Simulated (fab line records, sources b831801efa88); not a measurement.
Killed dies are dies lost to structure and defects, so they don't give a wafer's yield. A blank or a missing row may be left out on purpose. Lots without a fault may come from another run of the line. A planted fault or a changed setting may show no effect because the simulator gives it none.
fab line records | flow sky130
record lots=7 wafers=21 last_day=48
route steps=708 shown NWELL@82 PWDE@84 VT_ADJUST_HVTP@85 VT_ADJUST_LVTN@97 PAD_OPEN@708
lots that met no fault: from a run of the same line without faults
start_h: hours from the record's first day to the start of the lot's first wafer shown | wait_h: hours since the lot's step before | " the same as in the row above | L1.1+2: a row that stands for several wafers | - no value, or no start given | * or withheld: withheld | < > ~ a bound
route shown NAME@n: a module of which the file shows steps, and the number in the route of the first | usual: mean/standard deviation of fault-free wafers | same: alike in all rows | chamber/n: place in a boat | sites: the reading at each site | _std_site: their standard deviation | _edge_site: outer sites' mean less inner sites' | radius_mm: how far each site lies from the wafer's centre | mask NAME#n: copy n | behind: the tool/chamber that last shaped the wafer | hold: why the lot was held/for how many hours/how that ended | device: the transistor (n, p or np) that didn't switch | end of line: the same wafers' tests at the end of the route | a step without rows: its recipe alone | killed: dies lost to structure and defects at the first sort, not the wafer's yield | map: a wafer's dies, x killed, . not, _ none there
set.NAME: the setting as run; set.NAME@STEP: as run at that earlier step | model.NAME: the simulator's own value behind a step, which no gauge read
lots at some steps of the route; a table a step, a row a wafer
services: from which hour (start_h, from the record's first day; less than 0 if before it) a tool's chamber was out of use, for how many hours, and why
## steps
# step SKY_NWELL_RS_MEAS_29
# recipe thk_meas_gauge=four-point-probe
# usual NWELL_RS=624.4/1.2
# columns lot.wafer tool chamber start_h wait_h NWELL_RS[ohm/sq]
L759.1 film_metro-03 - 109.07 0.1 622.7
L759.5 " - " " 623.6
L759.6 " - " " 624.4
L761.3 film_metro-04 - 121.26 0.1 626.0
L761.5 " - " " 627.2
L761.6 " - " " 624.0
L762.3 film_metro-03 - 123.16 0.1 623.1
L762.4 " - " " 621.5
L762.6 " - " " 624.6
L764.1 film_metro-02 - 135.47 0.1 623.0
L764.4 " - " " 625.7
L764.5 " - " " 625.2
L768.4 film_metro-03 - 158.83 0.1 624.5
L768.5 " - " " 624.8
L768.6 " - " " 626.4
L769.1 film_metro-02 - 163.57 0.1 623.5
L769.2 " - " " 623.7
L769.4 " - " " 624.7
L770.3 film_metro-02 - 167.36 0.1 622.2
L770.4 " - " " 624.2
L770.6 " - " " 623.7
# step SKY_NWELL_RS_MEAS_31
# recipe thk_meas_gauge=four-point-probe
# usual PWDE_RS=5274/16
# columns lot.wafer tool chamber start_h wait_h PWDE_RS[ohm/sq]
L759.1 film_metro-03 - 109.31 0.1 5279
L759.5 " - " " 5296
L759.6 " - " " 5283
L761.3 film_metro-04 - 121.50 0.1 5263
L761.5 " - " " 5255
L761.6 " - " " 5259
L762.3 film_metro-03 - 123.40 0.1 5289
L762.4 " - " " 5284
L762.6 " - " " 5283
L764.1 film_metro-02 - 135.71 0.1 5274
L764.4 " - " " 5269
L764.5 " - " " 5274
L768.4 film_metro-03 - 159.07 0.1 5285
L768.5 " - " " 5292
L768.6 " - " " 5285
L769.1 film_metro-02 - 163.81 0.1 5281
L769.2 " - " " 5290
L769.4 " - " " 5276
L770.3 film_metro-02 - 167.60 0.1 5293
L770.4 " - " " 5259
L770.6 " - " " 5298
# step SKY_VT_ADJUST_HVTP_DEHYDRATE_00
# recipe temp_c=200 time_s=60
# step SKY_VT_ADJUST_HVTP_HMDS_01
# recipe prime_time_s=60 prime_temp_c=120
# step SKY_VT_ADJUST_HVTP_COAT_02
# recipe resist=NOVOLAK spin_rpm=3000 resist_thk_nm=1140
# step SKY_VT_ADJUST_HVTP_SOFTBAKE_03
# recipe temp_c=90 time_s=60 resist=NOVOLAK
# step SKY_VT_ADJUST_HVTP_EXPOSE_04
# recipe mask_id=HVTPM na=0.6 source_shape=conventional sigma_outer=0.6 polarization=unpolarized target_cd_nm=380 dose_mj=140
# step SKY_VT_ADJUST_HVTP_PEB_05
# recipe temp_c=withheld time_s=* resist=NOVOLAK
# step SKY_VT_ADJUST_HVTP_DEVELOP_06
# recipe resist=NOVOLAK developer=TMAH develop_time_s=60 dev_temp_c=23
# step SKY_VT_ADJUST_HVTP_CD_MEAS_07
# recipe target_cd_nm=380
# usual cd_nm=379.6/2.5
# columns lot.wafer tool chamber start_h wait_h cd_nm
L759.1 cd_sem-02 - 127.67 0.1 383.6
L759.5 " - " " 383.1
L759.6 " - " " 384.7
L761.3 cd_sem-02 - 139.96 0.1 378.5
L761.5 " - " " 378.1
L761.6 " - " " 378.6
L762.3 cd_sem-01 - 142.06 0.1 383.9
L762.4 " - " " 380.6
L762.6 " - " " 381.8
L764.1 cd_sem-02 - 155.22 0.1 379.8
L764.4 " - " " 382.7
L764.5 " - " " 381.4
L768.4 cd_sem-01 - 178.18 0.1 377.6
L768.5 " - " " 381.0
L768.6 " - " " 376.4
L769.1 cd_sem-02 - 183.37 0.1 379.7
L769.2 " - " " 378.4
L769.4 " - " " 377.7
L770.3 cd_sem-02 - 187.78 0.1 381.3
L770.4 " - " " 379.2
L770.6 " - " " 380.0
# step SKY_VT_ADJUST_HVTP_OVL_MEAS_08
# usual VT_ADJUST_HVTP_OVL=0.0/1.3
# columns lot.wafer tool chamber start_h wait_h VT_ADJUST_HVTP_OVL[nm]
L759.1 overlay-01 - 127.79 0.1 -0.6
L759.5 " - " " -1.4
L759.6 " - " " 0.3
L761.3 overlay-02 - 140.05 0.1 -1.2
L761.5 " - " " -1.1
L761.6 " - " " -1.4
L762.3 overlay-01 - 142.15 0.1 -0.4
L762.4 " - " " 1.4
L762.6 " - " " -0.6
L764.1 overlay-02 - 155.34 0.1 1.2
L764.4 " - " " -0.5
L764.5 " - " " 2.9
L768.4 overlay-01 - 178.26 0.1 0.5
L768.5 " - " " -1.5
L768.6 " - " " -0.3
L769.1 overlay-01 - 183.49 0.1 -0.2
L769.2 " - " " 1.9
L769.4 " - " " -1.5
L770.3 overlay-02 - 187.87 0.1 1.2
L770.4 " - " " 0.1
L770.6 " - " " 1.2
# step SKY_VT_ADJUST_HVTP_IMPLANT_09
# recipe species=As energy_kev=150 dose_cm2=4.3e+12 tilt_deg=withheld
# usual faraday_current_uA=24.3/0.48 implant_ion_amu=75/0
# columns lot.wafer tool chamber start_h wait_h faraday_current_uA implant_ion_amu model.implant.rp_nm model.implant.drp_nm
L759.1 implanter-01 0 127.83 0.0 24.0 75 83.01 33.4
L759.5 " 0 " " 24.5 75 83.01 33.4
L759.6 " 0 " " 25.7 75 83.01 33.4
L761.3 implanter-01 0 140.13 0.1 24.9 75 87.22 33.4
L761.5 " 0 " " 23.9 75 87.22 33.4
L761.6 " 0 " " 24.2 75 87.22 33.4
L762.3 implanter-03 0 142.23 0.1 24.3 75 85.61 33.4
L762.4 " 0 " " 24.5 75 85.61 33.4
L762.6 " 0 " " 24.0 75 85.61 33.4
L764.1 implanter-03 0 155.38 0.0 23.9 75 84.35 33.4
L764.4 " 0 " " 24.9 75 84.35 33.4
L764.5 " 0 " " 24.2 75 84.35 33.4
L768.4 implanter-01 0 178.35 0.1 24.4 31 186.3 62.72
L768.5 " 0 " " 23.8 31 186.3 62.72
L768.6 " 0 " " 23.7 31 186.3 62.72
L769.1 implanter-01 0 183.53 0.0 24.4 31 182.9 62.72
L769.2 " 0 " " 24.4 31 182.9 62.72
L769.4 " 0 " " 24.8 31 182.9 62.72
L770.3 implanter-03 0 187.95 0.1 24.2 31 183.4 62.72
L770.4 " 0 " " 24.5 31 183.4 62.72
L770.6 " 0 " " 24.8 31 183.4 62.72
# step SKY_VT_ADJUST_HVTP_STRIP_10
# recipe chemistry=O2/N2 power_w=1400 pressure_mtorr=1500 platen_temp_c=withheld o2_flow_sccm=3000 n2_flow_sccm=300 overash_fraction=0.5
# usual drypump_motor_current_A=5.72/0.17 n2_flow_sccm=300.0/0.83 oes_product_au=0.715/0.005 strip_time_to_endpoint_s=14.19/0.041
# columns lot.wafer tool chamber start_h wait_h drypump_motor_current_A n2_flow_sccm oes_product_au rf_hours_counter_h strip_time_to_endpoint_s
L759.1 plasma_asher-02 1 127.98 0.1 5.88 299.7 0.716 1 14.13
L759.5 " 0 " " 5.61 301.1 0.710 - 14.10
L759.6 " 1 " " 5.89 299.5 0.718 - 14.13
L761.3 plasma_asher-03 1 140.26 0.1 5.40 301.0 0.719 - 14.19
L761.5 " 0 " " 5.84 299.0 0.699 - 14.23
L761.6 " 1 " " 5.39 300.4 0.713 - 14.20
L762.3 plasma_asher-04 0 142.36 0.1 5.75 300.2 0.723 - 14.20
L762.4 " 1 " " 5.85 299.6 0.709 - 14.14
L762.6 " 0 " " 5.75 299.8 0.718 - 14.14
L764.1 plasma_asher-03 1 155.53 0.1 5.44 299.9 0.714 50 14.22
L764.4 " 0 " " 5.85 299.8 0.721 - 14.20
L764.5 " 1 " " 5.40 299.2 0.704 - 14.18
L768.4 plasma_asher-02 0 178.50 0.1 5.62 300.2 0.722 - 14.27
L768.5 " 1 " " 5.86 300.7 0.716 - 14.21
L768.6 " 0 " " 5.62 300.1 0.714 - 14.23
L769.1 plasma_asher-02 1 183.68 0.1 5.88 300.5 0.709 6 14.28
L769.2 " 0 " " 5.62 300.7 0.715 6 14.25
L769.4 " 0 " " 5.61 300.6 0.714 - 14.26
L770.3 plasma_asher-02 0 188.08 0.1 5.62 299.0 0.707 - 14.19
L770.4 " 1 " " 5.86 298.5 0.712 - 14.15
L770.6 " 0 " " 5.63 299.4 0.719 - 14.13
# step SKY_VT_ADJUST_HVTP_TW_MEAS_11
# usual VT_ADJUST_HVTP_TW=1371/7.1
# columns lot.wafer tool chamber start_h wait_h VT_ADJUST_HVTP_TW
L759.1 film_metro-01 - 128.08 0.1 1372
L759.5 " - " " 1370
L759.6 " - " " 1366
L761.3 film_metro-01 - 140.35 0.1 1366
L761.5 " - " " 1368
L761.6 " - " " 1373
L762.3 film_metro-02 - 142.45 0.1 1378
L762.4 " - " " 1381
L762.6 " - " " 1377
L764.1 film_metro-03 - 155.63 0.1 1366
L764.4 " - " " 1357
L764.5 " - " " 1357
L768.4 film_metro-03 - 178.60 0.1 959
L768.5 " - " " 958
L768.6 " - " " 959
L769.1 film_metro-02 - 183.78 0.1 972
L769.2 " - " " 967
L769.4 " - " " 971
L770.3 film_metro-01 - 188.17 0.1 963
L770.4 " - " " 966
L770.6 " - " " 969
# step SKY_VT_ADJUST_LVTN_DEHYDRATE_00
# recipe temp_c=200 time_s=60
# step SKY_PAD_OPEN_PROBE_99
# usual killed_at_M0_to_M3=44/7 killed_at_M4_up=3.4/1.7 killed_at_contacts=24/4.9 killed_at_front_end=15/4.5 killed_at_other=0.4/0.61 killed_dies=86/9.7 killed_open=47/7.1 killed_short=39/6.1
# same gross_dies=492 killed_at_back_side=0
# columns lot.wafer tool chamber start_h wait_h killed_at_M0_to_M3 killed_at_M4_up killed_at_contacts killed_at_front_end killed_at_other killed_dies killed_open killed_short
L761.3 prober-01 - 1096.38 0.2 42 4 28 11 0 85 49 36
L761.5 prober-01 - 1096.48 0.2 54 9 31 17 0 111 55 56
L761.6 prober-01 - 1096.53 0.2 43 4 22 15 0 84 44 40
L762.3 prober-02 - 1102.59 0.2 38 3 30 9 1 81 52 29
L762.4 prober-02 - 1102.64 0.2 47 4 25 13 0 89 50 39
L762.6 prober-02 - 1102.74 0.2 41 7 27 13 0 88 41 47
L764.1 prober-01 - 1110.84 0.1 52 3 28 22 0 105 48 56
L764.4 prober-01 - 1110.99 0.2 55 2 18 14 0 89 51 38
L764.5 prober-01 - 1111.04 0.2 58 3 18 15 0 94 51 43
# killed by level:class
L761.3 CONTACT:geometric_particle:open=11 VIA2:geometric_particle:open=8 VIA1:geometric_particle:open=8 CONTACT:geometric_particle:short=7 VIA3:geometric_particle:open=6 LI_CONTACT:geometric_particle:short=5 LI_CONTACT:geometric_particle:open=4 VIA1:geometric_particle:short=4
L761.5 CONTACT:geometric_particle:open=11 METAL2:geometric_particle:short=11 VIA2:geometric_particle:open=8 VIA1:geometric_particle:short=7 LI_CONTACT:geometric_particle:open=7 VIA1:geometric_particle:open=7 FIELD_ISO:geometric_particle:open=6 VIA3:geometric_particle:open=6
L761.6 VIA1:geometric_particle:open=13 CONTACT:geometric_particle:open=10 CONTACT:geometric_particle:short=9 VIA1:geometric_particle:short=8 VIA2:geometric_particle:open=5 SPACER:geometric_particle:open=4 METAL4:geometric_particle:short=4 FIELD_ISO:geometric_particle:short=3
L762.3 CONTACT:geometric_particle:open=12 VIA1:geometric_particle:open=9 LI_CONTACT:geometric_particle:open=8 VIA1:geometric_particle:short=6 VIA3:geometric_particle:open=6 METAL2:geometric_particle:short=5 CONTACT:geometric_particle:short=5 VIA2:geometric_particle:open=5
L762.4 VIA1:geometric_particle:open=8 CONTACT:geometric_particle:open=8 VIA3:geometric_particle:open=7 CONTACT:geometric_particle:short=6 VIA2:geometric_particle:open=6 METAL1:geometric_particle:short=6 METAL1:geometric_particle:open=5 METAL2:geometric_particle:short=5
L762.6 VIA1:geometric_particle:open=10 LI_CONTACT:geometric_particle:open=8 METAL4:geometric_particle:short=6 CONTACT:geometric_particle:open=6 METAL1:geometric_particle:short=6 METAL2:geometric_particle:short=5 VIA2:geometric_particle:short=5 FIELD_ISO:geometric_particle:open=4
L764.1 CONTACT:geometric_particle:open=9 VIA1:geometric_particle:short=9 FIELD_ISO:geometric_particle:short=7 VIA2:geometric_particle:short=7 LI_CONTACT:geometric_particle:open=7 VIA1:geometric_particle:open=7 VIA2:geometric_particle:open=7 METAL2:geometric_particle:short=6
L764.4 VIA1:geometric_particle:open=16 CONTACT:geometric_particle:open=8 VIA3:geometric_particle:open=7 VIA2:geometric_particle:open=6 METAL1:geometric_particle:short=5 VIA1:geometric_particle:short=5 FIELD_ISO:geometric_particle:open=4 FIELD_ISO:geometric_particle:short=4
L764.5 VIA1:geometric_particle:open=16 VIA3:geometric_particle:open=11 VIA2:geometric_particle:open=9 VIA1:geometric_particle:short=8 FIELD_ISO:geometric_particle:open=5 METAL2:geometric_particle:short=5 FIELD_ISO:geometric_particle:short=4 POLY_GATE:geometric_particle:short=4
## services
# columns tool chamber start_h hours kind
plasma_asher-02 - 108.75 9.0 pm
plasma_asher-02 0 108.75 9.0 vent_cycle
plasma_asher-02 1 108.75 9.0 vent_cycle
plasma_asher-02 0 117.75 - clean
plasma_asher-02 1 117.75 - clean
implanter-03 - 149.89 3.7 repair
plasma_asher-02 - 177.45 1.0 repair
plasma_asher-04 - 186.93 1.3 repair
## key
first_sign step=SKY_VT_ADJUST_HVTP_IMPLANT_09 reading=implant_ion_amu direction=down sigmas=99+ usual=75 struck=31
effect step=SKY_VT_ADJUST_HVTP_TW_MEAS_11 reading=VT_ADJUST_HVTP_TW direction=down sigmas=57 usual=1371 struck=965
model_effect step=SKY_VT_ADJUST_HVTP_IMPLANT_09 value=implant.rp_nm without=82.44 struck=184.2
met_at SKY_VT_ADJUST_HVTP_IMPLANT_09
struck_wafers L768.4,L768.5,L768.6,L769.1,L769.2,L769.4,L770.3,L770.4,L770.6
tester_left_out L768,L769,L770
onset_between 155.38 178.35
fault kind=wrong_recipe_download tool=implanter-01,implanter-03,implanter-04 chamber=- onset_h=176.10 steps=SKY_VT_ADJUST_HVTP_IMPLANT_09 wrong_recipe.not_listed=1
# tester_left_out: of these lots the tester's yield and bins aren't shown, on N5 and GAA mostly nor the transistor test; their killed dies are dies lost to structure and defects alone, not to doping, threshold or leakage, so they don't give the yield
